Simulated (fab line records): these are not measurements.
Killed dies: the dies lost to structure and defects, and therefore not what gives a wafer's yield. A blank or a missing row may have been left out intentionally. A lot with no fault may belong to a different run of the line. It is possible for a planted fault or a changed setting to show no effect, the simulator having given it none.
fab line records    flow sky130
[record] lots = 13  wafers = 39  lastDay = 50
route steps=708 shown LI_CONTACT@376 CONTACT@410 PAD_OPEN@708
lots untouched by any fault: they come from a run of this same line in which no faults occurred
startH: hours from the record's opening day to when the first of the lot's shown wafers began    waitH: hours from the lot's prior step to this one    " identical to the entry in the row above    L1.1+2: a row that stands for several wafers    - no value present, or no start provided    * or withheld: withheld    < > ~ a bound
route shown NAME@n: a module of which the file shows steps, and the number in the route of the first    usual: mean/standard deviation of fault-free wafers    same: alike in all rows    chamber/n: place in a boat    sites: per-site readings    _std_site: standard deviation of those values    _edge_site: outer sites' mean less inner sites'    radiusMm: how far each site lies from the wafer's centre    mask NAME#n: copy n    behind: the tool/chamber that last shaped the wafer    hold: why the lot was held/for how many hours/how that ended    device: the transistor (n, p or np) that didn't switch    end of line: the tests these same wafers got at the end of their route    a step without rows: its recipe alone    killed: not the wafer's yield, but the dies lost to structure and defects at the first sort    map: shows each die of a wafer: x if killed, . if not, _ if none is there
set.NAME: setting as actually run; set.NAME@STEP: the setting as run at that earlier step    model.NAME: the simulator's own value behind a step, which no gauge read
the route's steps for a sample of lots (tables are steps, rows are wafers)
services: from which hour (startH, from the record's first day; less than 0 if before it) a tool's chamber was out of use, for how many hours, and why
[[steps]]
[step SKY_LI_CONTACT_ETCH_14]
[recipe] chemistry = N2/H2  target = BARC  ionEnergyEv = 200  sourceW = 500  biasW = 102  pressureMtorr = 30  n2FlowSccm = 100  h2FlowSccm = 200  stopOn = SiO2  timeS = 45.9  targetDepthA = 600
[usual] drypumpMotorCurrentA = 5.6/0.64  oesProductAu = 0.855/0.005  throttleValvePct = 13.226/0.0088
lot.wafer  tool        chamber  startH  waitH  drypumpMotorCurrentA  oesProductAu  rfHoursCounterH  throttleValvePct
L502.2     rieDiel-03  3        669.59  0.0    5.2                   0.851         29               13.230
L502.3     "           2        "       "      6.5                   0.850         9                13.239
L502.5     "           0        "       "      4.7                   0.858         -                13.223
L503.2     rieDiel-03  2        700.28  0.0    6.6                   0.851         10               13.215
L503.3     "           0        "       "      4.7                   0.848         1                13.217
L503.4     "           1        "       "      6.2                   0.858         50               13.227
L504.1     rieDiel-02  0        700.31  0.0    5.6                   0.847         17               13.219
L504.5     "           0        "       "      5.6                   0.855         -                13.217
L504.6     "           3        "       "      5.3                   0.843         -                13.224
L507.1     rieDiel-03  1        714.54  0.0    6.2                   0.857         50               13.227
L507.2     "           0        "       "      4.7                   0.858         1                13.216
L507.6     "           0        "       "      4.7                   0.845         -                13.224
L508.2     rieDiel-04  3        721.96  0.0    6.0                   0.846         4                13.237
L508.4     "           1        "       "      5.5                   0.851         -                13.225
L508.6     "           3        "       "      6.0                   0.852         -                13.229
L509.2     rieDiel-02  1        724.36  0.0    5.0                   0.854         27               13.224
L509.3     "           2        "       "      5.3                   0.856         5                13.240
L509.4     "           2        "       "      5.3                   0.854         -                13.213
L510.3     rieDiel-02  3        738.93  0.0    5.3                   0.854         5                13.216
L510.4     "           2        "       "      5.3                   0.856         -                13.214
L510.5     "           3        "       "      5.3                   0.858         -                13.235
L511.3     rieDiel-03  0        744.84  0.0    4.6                   0.856         2                13.212
L511.4     "           2        "       "      6.5                   0.857         -                13.227
L511.6     "           0        "       "      4.6                   0.864         -                13.222
L512.1     rieDiel-03  0        758.73  0.0    4.7                   0.861         3                13.234
L512.2     "           3        "       "      5.2                   0.862         31               13.245
L512.5     "           3        "       "      5.2                   0.855         -                13.211
L514.1     rieDiel-03  3        774.74  0.0    5.2                   0.851         32               13.239
L514.2     "           2        "       "      6.6                   0.852         12               13.221
L514.6     "           0        "       "      4.7                   0.854         -                13.215
L516.1     rieDiel-04  0        815.24  0.0    5.9                   0.851         2                13.238
L516.5     "           2        "       "      6.9                   0.859         -                13.222
L516.6     "           3        "       "      5.9                   0.849         -                13.215
L524.1     rieDiel-02  1        866.09  0.0    4.9                   0.849         0                13.225
L524.4     "           3        "       "      5.4                   0.852         8                13.232
L524.5     "           3        "       "      5.3                   0.856         -                13.234
L525.1     rieDiel-02  1        867.84  0.0    4.9                   0.856         0                13.239
L525.2     "           2        "       "      5.3                   0.852         8                13.226
L525.5     "           1        "       "      5.0                   0.852         -                13.223
[step SKY_LI_CONTACT_SPUTTER_20]
[recipe] material = TiN  targetThkNm = 20  chamberPressurePa = 5  powerW = 4000  timeS = 80
[usual] throttleValvePct = 30.5/1
lot.wafer  tool           chamber  startH  waitH  throttleValvePct
L502.2     pvdSputter-03  -        670.09  0.0    29.2
L502.3     "              -        "       "      29.8
L502.5     "              -        "       "      31.0
L503.2     pvdSputter-03  -        700.78  0.0    29.7
L503.3     "              -        "       "      29.2
L503.4     "              -        "       "      30.8
L504.1     pvdSputter-01  -        700.81  0.0    30.5
L504.5     "              -        "       "      30.5
L504.6     "              -        "       "      32.5
L507.1     pvdSputter-04  -        715.04  0.0    31.1
L507.2     "              -        "       "      28.9
L507.6     "              -        "       "      28.9
L508.2     pvdSputter-01  -        722.46  0.0    30.6
L508.4     "              -        "       "      30.1
L508.6     "              -        "       "      32.5
L509.2     pvdSputter-04  -        724.86  0.0    29.0
L509.3     "              -        "       "      30.6
L509.4     "              -        "       "      31.5
L510.3     pvdSputter-01  -        739.43  0.0    30.3
L510.4     "              -        "       "      31.5
L510.5     "              -        "       "      30.4
L511.3     pvdSputter-01  -        745.52  0.0    30.3
L511.4     "              -        "       "      30.4
L511.6     "              -        "       "      30.4
L512.1     pvdSputter-04  -        759.25  0.0    28.9
L512.2     "              -        "       "      30.4
L512.5     "              -        "       "      30.7
L514.1     pvdSputter-01  -        775.24  0.0    30.4
L514.2     "              -        "       "      31.6
L514.6     "              -        "       "      30.6
L516.1     pvdSputter-01  -        815.74  0.0    31.2
L516.5     "              -        "       "      32.5
L516.6     "              -        "       "      31.2
L524.1     pvdSputter-04  -        866.61  0.0    30.8
L524.4     "              -        "       "      30.7
L524.5     "              -        "       "      30.1
L525.1     pvdSputter-04  -        868.36  0.0    30.3
L525.2     "              -        "       "      29.9
L525.5     "              -        "       "      28.8
[step SKY_CONTACT_CMP_04]
[recipe] material = SiO2  downForcePsi = 4  platenRpm = 60  padVelocityMS = 0.94248
[usual] headPressurePsi = 4.000/0.0086  motorCurrentA = 13.0/1.6  timeToEndpointS = 83/3.6
lot.wafer  tool    chamber  startH  waitH  headPressurePsi  motorCurrentA  timeToEndpointS
L502.2     cmp-01  1        700.11  0.1    3.992            11.0           75
L502.3     "       2        "       "      3.997            13.3           69
L502.5     "       1        "       "      4.002            10.8           72
L503.3     cmp-02  2        730.77  0.1    4.007            14.5           86
L503.4     "       3        "       "      4.000            13.3           80
L503.2     "       0        "       "      4.006            11.0           83
L504.1     cmp-02  0        731.52  0.2    4.017            11.5           80
L504.6     "       1        "       "      4.007            12.8           82
L504.5     "       2        "       "      3.998            14.3           82
L507.2     cmp-01  3        745.92  1.4    3.984            15.2           86
L507.1     "       2        "       "      4.014            13.5           83
L507.6     "       0        "       "      3.993            11.4           85
L508.2     cmp-01  1        751.72  0.1    3.995            11.4           77
L508.4     "       3        "       "      3.990            15.6           83
L508.6     "       0        "       "      4.004            10.5           79
L509.2     cmp-01  2        754.36  0.0    3.989            13.7           79
L509.3     "       3        "       "      3.994            15.5           85
L509.4     "       1        "       "      4.003            10.9           85
L510.3     cmp-02  1        770.14  0.1    3.994            13.5           85
L510.4     "       3        "       "      3.994            13.5           81
L510.5     "       1        "       "      3.992            12.8           85
L511.4     cmp-01  1        774.87  0.0    3.988            10.4           89
L511.3     "       3        "       "      4.004            15.4           92
L511.6     "       2        "       "      3.997            13.1           88
L512.2     cmp-02  0        787.83  0.0    3.989            11.2           77
L512.1     "       1        "       "      4.000            13.4           84
L512.5     "       0        "       "      4.004            11.8           81
L514.2     cmp-01  2        802.97  0.0    4.010            13.5           83
L514.1     "       1        "       "      3.993            10.9           84
L514.6     "       2        "       "      4.012            13.3           84
L516.1     cmp-02  3        845.12  0.2    3.999            13.6           81
L516.5     "       2        "       "      3.997            14.9           85
L516.6     "       3        "       "      3.997            13.4           83
L524.1     cmp-01  2        894.41  0.1    4.961            16.1           64
L524.4     "       3        "       "      4.980            16.4           69
L524.5     "       2        "       "      4.958            16.3           67
L525.1     cmp-01  2        896.65  0.1    4.990            16.6           69
L525.2     "       3        "       "      4.968            18.2           71
L525.5     "       2        "       "      4.987            16.1           67
[step SKY_CONTACT_CD_MEAS_14]
[recipe] targetCdNm = 170
[usual] cdNm = 169.9/1.4
lot.wafer  tool      chamber  startH  waitH  cdNm
L502.2     cdSem-01  -        727.60  -      168.8
L502.3     "         -        "       "      168.7
L502.5     "         -        "       "      170.2
L503.2     cdSem-01  -        759.20  -      170.8
L503.3     "         -        "       "      170.5
L503.4     "         -        "       "      169.8
L504.1     cdSem-01  -        759.60  -      168.3
L504.5     "         -        "       "      168.6
L504.6     "         -        "       "      167.2
L507.1     cdSem-01  -        773.10  -      170.1
L507.2     "         -        "       "      170.8
L507.6     "         -        "       "      170.4
L508.2     cdSem-02  -        779.42  -      167.9
L508.4     "         -        "       "      168.9
L508.6     "         -        "       "      167.9
L509.2     cdSem-01  -        781.70  -      169.9
L509.3     "         -        "       "      171.2
L509.4     "         -        "       "      171.3
L510.3     cdSem-01  -        796.77  -      170.9
L510.4     "         -        "       "      170.1
L510.5     "         -        "       "      169.9
L511.3     cdSem-01  -        801.42  -      169.5
L511.4     "         -        "       "      170.8
L511.6     "         -        "       "      167.9
L512.1     cdSem-02  -        814.35  -      169.0
L512.2     "         -        "       "      170.5
L512.5     "         -        "       "      170.4
L514.1     cdSem-02  -        830.10  -      171.2
L514.2     "         -        "       "      172.5
L514.6     "         -        "       "      171.5
L516.1     cdSem-02  -        872.68  -      168.6
L516.5     "         -        "       "      168.8
L516.6     "         -        "       "      169.7
L524.1     cdSem-02  -        919.63  -      170.3
L524.4     "         -        "       "      171.3
L524.5     "         -        "       "      171.3
L525.1     cdSem-01  -        922.08  -      167.9
L525.2     "         -        "       "      167.8
L525.5     "         -        "       "      165.8
[step SKY_PAD_OPEN_PROBE_99]
[usual] killed_at_M0_to_M3 = 43/6.8  killed_at_M4_up = 3.2/1.7  killedAtContacts = 24/5.6  killedAtFrontEnd = 15/4.7  killedAtOther = 0.3/0.59  killedDies = 86/10  killedOpen = 47/6.8  killedShort = 39/6.4
[same] grossDies = 492  killedAtBackSide = 0
lot.wafer  tool       chamber  startH   waitH  killed_at_M0_to_M3  killed_at_M4_up  killedAtContacts  killedAtFrontEnd  killedAtOther  killedDies  killedOpen  killedShort
L502.2     prober-02  -        1068.17  0.1    43                  6                24                15                0              88          52          35
L502.3     prober-02  -        1068.22  0.2    37                  3                36                13                0              89          48          40
L502.5     prober-02  -        1068.32  0.2    58                  3                22                17                1              101         56          45
L503.2     prober-01  -        1091.81  0.1    40                  5                15                17                0              77          40          37
L503.3     prober-01  -        1091.86  0.2    43                  3                20                18                1              85          49          36
L503.4     prober-01  -        1091.91  0.2    39                  3                19                15                0              76          47          28
L504.1     prober-01  -        1096.90  0.1    36                  3                27                12                0              78          41          37
L504.5     prober-01  -        1097.10  0.2    42                  4                28                24                1              99          50          47
L504.6     prober-01  -        1097.15  0.2    49                  1                25                15                0              90          44          46
L507.1     prober-01  -        1104.21  0.1    53                  4                27                8                 3              95          58          35
L507.2     prober-01  -        1104.26  0.1    39                  3                30                13                1              86          49          36
L507.6     prober-01  -        1104.46  0.2    38                  5                17                6                 1              67          34          32
L508.2     prober-02  -        1107.32  0.1    40                  3                22                17                1              83          47          35
L508.4     prober-02  -        1107.42  0.2    36                  1                24                21                1              83          46          37
L508.6     prober-02  -        1107.52  0.2    44                  2                17                13                0              76          35          41
L509.2     prober-01  -        1111.40  0.1    49                  2                31                12                0              94          56          38
L509.3     prober-01  -        1111.45  0.2    31                  3                25                15                0              74          43          31
L509.4     prober-01  -        1111.50  0.2    53                  3                27                19                1              103         54          48
L510.3     prober-02  -        1124.11  0.2    56                  6                21                23                0              106         59          47
L510.4     prober-02  -        1124.16  0.2    61                  3                18                22                1              105         57          47
L510.5     prober-02  -        1124.21  0.2    57                  3                24                23                0              107         57          50
L511.3     prober-01  -        1125.60  0.2    38                  3                32                15                0              88          46          42
L511.4     prober-01  -        1125.65  0.2    34                  3                32                9                 0              78          43          34
L511.6     prober-01  -        1125.75  0.2    47                  3                16                11                0              77          43          32
L512.1     prober-02  -        1135.69  0.1    49                  2                28                12                0              91          50          41
L512.2     prober-02  -        1135.74  0.1    36                  4                25                15                1              81          48          33
L512.5     prober-02  -        1135.89  0.2    40                  0                31                18                0              89          46          42
L514.1     prober-02  -        1145.31  0.1    38                  7                38                11                0              94          46          48
L514.2     prober-02  -        1145.36  0.1    37                  5                23                10                0              75          48          27
L514.6     prober-02  -        1145.56  0.2    35                  3                17                18                0              73          39          34
L516.1     prober-01  -        1173.53  0.1    41                  0                36                17                2              96          50          46
L516.5     prober-01  -        1173.73  0.2    48                  0                20                17                0              85          43          42
L516.6     prober-01  -        1173.78  0.2    43                  5                25                12                0              85          44          41
L524.1     prober-01  -        1204.60  0.1    43                  2                25                17                0              87          46          40
L524.4     prober-01  -        1204.75  0.2    42                  2                24                16                0              84          52          31
L524.5     prober-01  -        1204.80  0.2    44                  3                22                17                0              86          44          42
L525.1     prober-01  -        1206.46  0.1    48                  6                29                23                1              107         50          57
L525.2     prober-01  -        1206.51  0.1    43                  7                13                19                0              82          50          32
L525.5     prober-01  -        1206.66  0.2    39                  4                16                25                0              84          44          40
// killed by level:class
L502.2 VIA1:geometricParticle:open=12 VIA2:geometricParticle:open=8 LI_CONTACT:geometricParticle:open=7 CONTACT:geometricParticle:open=6 CONTACT:geometricParticle:short=5 METAL2:geometricParticle:short=5 VIA3:geometricParticle:open=5 METAL4:geometricParticle:short=5
L502.3 VIA1:geometricParticle:open=13 CONTACT:geometricParticle:open=12 LI_CONTACT:geometricParticle:open=8 CONTACT:geometricParticle:short=7 LOCAL_INTERCONNECT:geometricParticle:short=5 FIELD_ISO:geometricParticle:open=4 LI_CONTACT:geometricParticle:short=4 VIA3:geometricParticle:short=4
L502.5 VIA1:geometricParticle:open=11 VIA3:geometricParticle:open=8 CONTACT:geometricParticle:open=8 METAL2:geometricParticle:short=7 METAL1:geometricParticle:short=7 VIA2:geometricParticle:open=7 FIELD_ISO:geometricParticle:open=5 LI_CONTACT:geometricParticle:open=4
L503.2 CONTACT:geometricParticle:open=9 VIA2:geometricParticle:open=8 FIELD_ISO:geometricParticle:short=7 VIA1:geometricParticle:open=6 METAL2:geometricParticle:short=5 POLY_GATE:geometricParticle:short=5 VIA3:geometricParticle:open=5 LI_CONTACT:geometricParticle:open=5
L503.3 VIA1:geometricParticle:short=8 VIA1:geometricParticle:open=8 VIA2:geometricParticle:open=8 LI_CONTACT:geometricParticle:open=7 METAL2:geometricParticle:short=6 VIA3:geometricParticle:open=6 FIELD_ISO:geometricParticle:open=5 SPACER:geometricParticle:open=4
L503.4 VIA1:geometricParticle:open=10 FIELD_ISO:geometricParticle:open=9 CONTACT:geometricParticle:open=8 VIA2:geometricParticle:open=6 VIA3:geometricParticle:open=6 VIA1:geometricParticle:short=5 METAL2:geometricParticle:short=5 LI_CONTACT:geometricParticle:open=4
L504.1 LI_CONTACT:geometricParticle:open=12 CONTACT:geometricParticle:open=6 METAL2:geometricParticle:short=6 VIA1:geometricParticle:open=6 FIELD_ISO:geometricParticle:short=5 VIA2:geometricParticle:short=4 VIA2:geometricParticle:open=4 VIA3:geometricParticle:open=4
L504.5 VIA1:geometricParticle:open=11 VIA3:geometricParticle:open=8 CONTACT:geometricParticle:open=7 FIELD_ISO:geometricParticle:short=5 LI_CONTACT:geometricParticle:open=5 LI_CONTACT:geometricParticle:short=5 CONTACT:geometricParticle:short=5 POLY_GATE:geometricParticle:short=4
L504.6 LI_CONTACT:geometricParticle:open=10 VIA2:geometricParticle:open=9 METAL3:geometricParticle:short=7 VIA2:geometricParticle:short=6 CONTACT:geometricParticle:short=5 CONTACT:geometricParticle:open=5 VIA1:geometricParticle:open=5 METAL2:geometricParticle:short=5
L507.1 VIA1:geometricParticle:open=13 VIA2:geometricParticle:open=13 CONTACT:geometricParticle:open=8 LI_CONTACT:geometricParticle:open=7 VIA3:geometricParticle:open=6 VIA3:geometricParticle:short=6 METAL2:geometricParticle:short=5 LOCAL_INTERCONNECT:geometricParticle:short=5
L507.2 CONTACT:geometricParticle:open=14 VIA1:geometricParticle:open=9 METAL2:geometricParticle:short=6 LI_CONTACT:geometricParticle:open=5 METAL1:geometricParticle:short=5 VIA2:geometricParticle:open=5 VIA3:geometricParticle:open=5 LOCAL_INTERCONNECT:geometricParticle:short=4
L507.6 METAL2:geometricParticle:short=10 CONTACT:geometricParticle:open=8 VIA2:geometricParticle:open=6 VIA1:geometricParticle:open=6 LI_CONTACT:geometricParticle:open=5 VIA3:geometricParticle:short=4 METAL4:geometricParticle:short=4 POLY_GATE:geometricParticle:open=3
L508.2 CONTACT:geometricParticle:open=11 VIA3:geometricParticle:open=9 VIA2:geometricParticle:open=8 VIA1:geometricParticle:open=7 CONTACT:geometricParticle:short=6 FIELD_ISO:geometricParticle:open=4 FIELD_ISO:geometricParticle:short=4 METAL3:geometricParticle:short=4
L508.4 CONTACT:geometricParticle:open=11 FIELD_ISO:geometricParticle:short=9 VIA1:geometricParticle:open=9 LI_CONTACT:geometricParticle:open=6 VIA1:geometricParticle:short=5 METAL2:geometricParticle:short=5 FIELD_ISO:geometricParticle:open=4 POLY_GATE:geometricParticle:open=4
L508.6 VIA1:geometricParticle:open=9 METAL1:geometricParticle:short=8 CONTACT:geometricParticle:open=6 VIA1:geometricParticle:short=6 FIELD_ISO:geometricParticle:short=5 METAL3:geometricParticle:short=5 LI_CONTACT:geometricParticle:open=5 FIELD_ISO:geometricParticle:open=4
L509.2 CONTACT:geometricParticle:open=13 VIA1:geometricParticle:open=13 LI_CONTACT:geometricParticle:open=10 VIA2:geometricParticle:open=7 METAL2:geometricParticle:short=7 METAL1:geometricParticle:short=5 FIELD_ISO:geometricParticle:open=4 CONTACT:geometricParticle:short=4
L509.3 CONTACT:geometricParticle:open=10 VIA1:geometricParticle:open=9 METAL1:geometricParticle:short=6 POLY_GATE:geometricParticle:open=6 LI_CONTACT:geometricParticle:open=6 LOCAL_INTERCONNECT:geometricParticle:short=5 METAL2:geometricParticle:short=5 VIA2:geometricParticle:open=4
L509.4 VIA1:geometricParticle:open=16 CONTACT:geometricParticle:open=10 METAL2:geometricParticle:short=8 LI_CONTACT:geometricParticle:open=7 VIA3:geometricParticle:open=6 FIELD_ISO:geometricParticle:open=5 POLY_GATE:geometricParticle:short=5 METAL1:geometricParticle:short=5
L510.3 VIA2:geometricParticle:open=12 VIA1:geometricParticle:open=10 METAL1:geometricParticle:short=8 CONTACT:geometricParticle:open=7 VIA3:geometricParticle:short=6 FIELD_ISO:geometricParticle:open=5 POLY_GATE:geometricParticle:short=5 POLY_GATE:geometricParticle:open=5
L510.4 VIA1:geometricParticle:open=13 VIA2:geometricParticle:open=8 METAL1:geometricParticle:short=7 FIELD_ISO:geometricParticle:open=6 POLY_GATE:geometricParticle:open=6 VIA3:geometricParticle:open=6 METAL2:geometricParticle:short=6 POLY_GATE:geometricParticle:short=5
L510.5 FIELD_ISO:geometricParticle:short=10 VIA1:geometricParticle:open=10 LI_CONTACT:geometricParticle:open=10 VIA3:geometricParticle:open=8 METAL2:geometricParticle:short=8 VIA2:geometricParticle:open=8 VIA1:geometricParticle:short=7 CONTACT:geometricParticle:open=6
L511.3 CONTACT:geometricParticle:open=13 VIA1:geometricParticle:open=8 LI_CONTACT:geometricParticle:open=8 LOCAL_INTERCONNECT:geometricParticle:short=7 FIELD_ISO:geometricParticle:open=5 METAL1:geometricParticle:short=5 VIA3:geometricParticle:open=4 VIA1:geometricParticle:short=4
L511.4 CONTACT:geometricParticle:open=14 VIA1:geometricParticle:open=9 LI_CONTACT:geometricParticle:open=7 METAL1:geometricParticle:short=5 CONTACT:geometricParticle:short=5 VIA3:geometricParticle:open=5 FIELD_ISO:geometricParticle:short=4 VIA1:geometricParticle:short=4
L511.6 VIA1:geometricParticle:open=12 VIA3:geometricParticle:open=10 CONTACT:geometricParticle:open=7 METAL1:geometricParticle:short=5 METAL1:geometricParticle:open=3 POLY_GATE:geometricParticle:short=3 LI_CONTACT:geometricParticle:open=3 CONTACT:geometricParticle:short=3
L512.1 CONTACT:geometricParticle:open=11 VIA1:geometricParticle:open=10 LI_CONTACT:geometricParticle:open=9 METAL1:geometricParticle:short=9 METAL2:geometricParticle:short=6 VIA2:geometricParticle:open=5 VIA3:geometricParticle:open=4 LI_CONTACT:geometricParticle:short=4
L512.2 VIA2:geometricParticle:open=7 POLY_GATE:geometricParticle:open=6 LI_CONTACT:geometricParticle:open=6 VIA1:geometricParticle:open=6 VIA3:geometricParticle:open=5 CONTACT:geometricParticle:open=5 METAL1:geometricParticle:short=4 LI_CONTACT:geometricParticle:short=4
L512.5 CONTACT:geometricParticle:open=12 LI_CONTACT:geometricParticle:open=11 VIA1:geometricParticle:short=9 METAL1:geometricParticle:short=6 VIA2:geometricParticle:open=6 VIA3:geometricParticle:open=6 POLY_GATE:geometricParticle:short=5 SPACER:geometricParticle:short=4
L514.1 VIA1:geometricParticle:open=12 CONTACT:geometricParticle:open=12 LOCAL_INTERCONNECT:geometricParticle:short=10 CONTACT:geometricParticle:short=7 VIA3:geometricParticle:open=6 METAL2:geometricParticle:short=5 METAL4:geometricParticle:short=5 FIELD_ISO:geometricParticle:open=4
L514.2 VIA3:geometricParticle:open=9 LI_CONTACT:geometricParticle:open=8 CONTACT:geometricParticle:open=7 VIA1:geometricParticle:open=7 VIA2:geometricParticle:open=5 LOCAL_INTERCONNECT:geometricParticle:short=4 METAL4:geometricParticle:short=4 VIA3:geometricParticle:short=3
L514.6 FIELD_ISO:geometricParticle:short=6 CONTACT:geometricParticle:open=6 VIA2:geometricParticle:open=6 FIELD_ISO:geometricParticle:open=5 VIA1:geometricParticle:open=5 VIA3:geometricParticle:open=5 VIA1:geometricParticle:short=4 LI_CONTACT:geometricParticle:short=3
L516.1 METAL2:geometricParticle:short=11 CONTACT:geometricParticle:open=11 LI_CONTACT:geometricParticle:open=9 CONTACT:geometricParticle:short=7 VIA1:geometricParticle:open=7 VIA1:geometricParticle:short=6 LOCAL_INTERCONNECT:geometricParticle:short=5 FIELD_ISO:geometricParticle:open=4
L516.5 VIA1:geometricParticle:open=12 METAL1:geometricParticle:short=7 METAL2:geometricParticle:short=7 FIELD_ISO:geometricParticle:open=5 CONTACT:geometricParticle:open=5 VIA1:geometricParticle:short=5 VIA3:geometricParticle:short=4 LOCAL_INTERCONNECT:geometricParticle:short=4
L516.6 VIA1:geometricParticle:open=9 VIA1:geometricParticle:short=8 CONTACT:geometricParticle:open=7 LI_CONTACT:geometricParticle:open=6 METAL1:geometricParticle:short=5 METAL2:geometricParticle:short=5 VIA2:geometricParticle:open=5 CONTACT:geometricParticle:short=4
L524.1 VIA1:geometricParticle:open=10 VIA3:geometricParticle:open=8 CONTACT:geometricParticle:short=8 LI_CONTACT:geometricParticle:open=7 CONTACT:geometricParticle:open=7 VIA1:geometricParticle:short=6 FIELD_ISO:geometricParticle:open=5 SPACER:geometricParticle:open=4
L524.4 FIELD_ISO:geometricParticle:open=9 VIA1:geometricParticle:open=9 LI_CONTACT:geometricParticle:open=7 METAL1:geometricParticle:short=7 CONTACT:geometricParticle:open=6 VIA2:geometricParticle:open=6 VIA3:geometricParticle:open=5 FIELD_ISO:geometricParticle:short=4
L524.5 VIA1:geometricParticle:open=14 METAL1:geometricParticle:short=9 LI_CONTACT:geometricParticle:open=7 LOCAL_INTERCONNECT:geometricParticle:short=6 VIA2:geometricParticle:open=6 FIELD_ISO:geometricParticle:short=4 FIELD_ISO:geometricParticle:open=3 POLY_GATE:geometricParticle:short=3
L525.1 VIA1:geometricParticle:open=11 CONTACT:geometricParticle:open=11 FIELD_ISO:geometricParticle:open=8 METAL2:geometricParticle:short=8 CONTACT:geometricParticle:short=8 LI_CONTACT:geometricParticle:open=6 VIA3:geometricParticle:short=6 METAL4:geometricParticle:short=6
L525.2 VIA1:geometricParticle:open=10 VIA3:geometricParticle:open=8 FIELD_ISO:geometricParticle:short=6 LI_CONTACT:geometricParticle:open=6 METAL2:geometricParticle:short=6 VIA2:geometricParticle:open=5 FIELD_ISO:geometricParticle:open=4 CONTACT:geometricParticle:short=4
L525.5 FIELD_ISO:geometricParticle:short=15 VIA1:geometricParticle:open=12 VIA3:geometricParticle:open=8 CONTACT:geometricParticle:open=7 FIELD_ISO:geometricParticle:open=6 METAL1:geometricParticle:short=5 METAL4:geometricParticle:short=3 LOCAL_INTERCONNECT:geometricParticle:short=3
[[services]]
tool           chamber  startH  hours  kind
cmp-01         -        661.88  1.3    repair
rieDiel-02     2        690.19  8.0    repair
rieDiel-02     -        710.68  1.8    repair
pvdSputter-03  -        714.41  1.3    repair
pvdSputter-03  -        716.47  3.3    repair
rieDiel-02     0        723.26  17.5   repair
cmp-02         -        724.36  3.5    repair
rieDiel-03     1        728.35  -      clean
rieDiel-03     1        728.35  22.2   scheduledDown
rieDiel-03     1        728.35  22.2   ventCycle
rieDiel-03     -        730.20  2.8    pm
cmp-01         -        731.33  0.4    repair
cmp-02         -        738.57  1.0    repair
cmp-02         -        744.00  4.0    pm
pvdSputter-04  -        748.21  2.4    repair
pvdSputter-04  -        765.86  0.5    repair
rieDiel-04     -        772.85  2.8    pm
rieDiel-04     2        775.69  1.5    repair
cmp-01         -        792.24  4.7    pm
rieDiel-03     3        809.12  12.9   repair
cmp-01         -        819.24  15.2   pm
rieDiel-03     3        832.59  -      clean
rieDiel-04     0        840.28  5.1    repair
rieDiel-02     3        878.38  3.5    repair
[[key]]
[firstSign] step = SKY_CONTACT_CMP_04  reading = headPressurePsi  direction = up  sigmas = 99+  usual = 4.000  struck = 4.974
[effect] step = SKY_CONTACT_CMP_04  reading = timeToEndpointS  direction = down  sigmas = 4.3  usual = *  struck = *
metAt SKY_CONTACT_CMP_04
struckLots L524,L525
testerLeftOut L524,L525
notActingAt SKY_LI_CONTACT_ETCH_14,SKY_LI_CONTACT_SPUTTER_20,SKY_CONTACT_CD_MEAS_14
onsetBetween 802.97 894.41
[fault] kind = processParameterDrift  tool = cmp-01  chamber = -  onsetH = 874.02  steps = SKY_CONTACT_CMP_04  channel = downForcePsi  offset = 0.97454  shape = step  endH = 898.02  actsIn = theseRecipesOnly  stated = 4
// testerLeftOut: of these lots the tester's yield and bins aren't shown, on N5 and GAA mostly nor the transistor test; their killed dies are dies lost to structure and defects alone, not to doping, threshold or leakage, so they don't give the yield
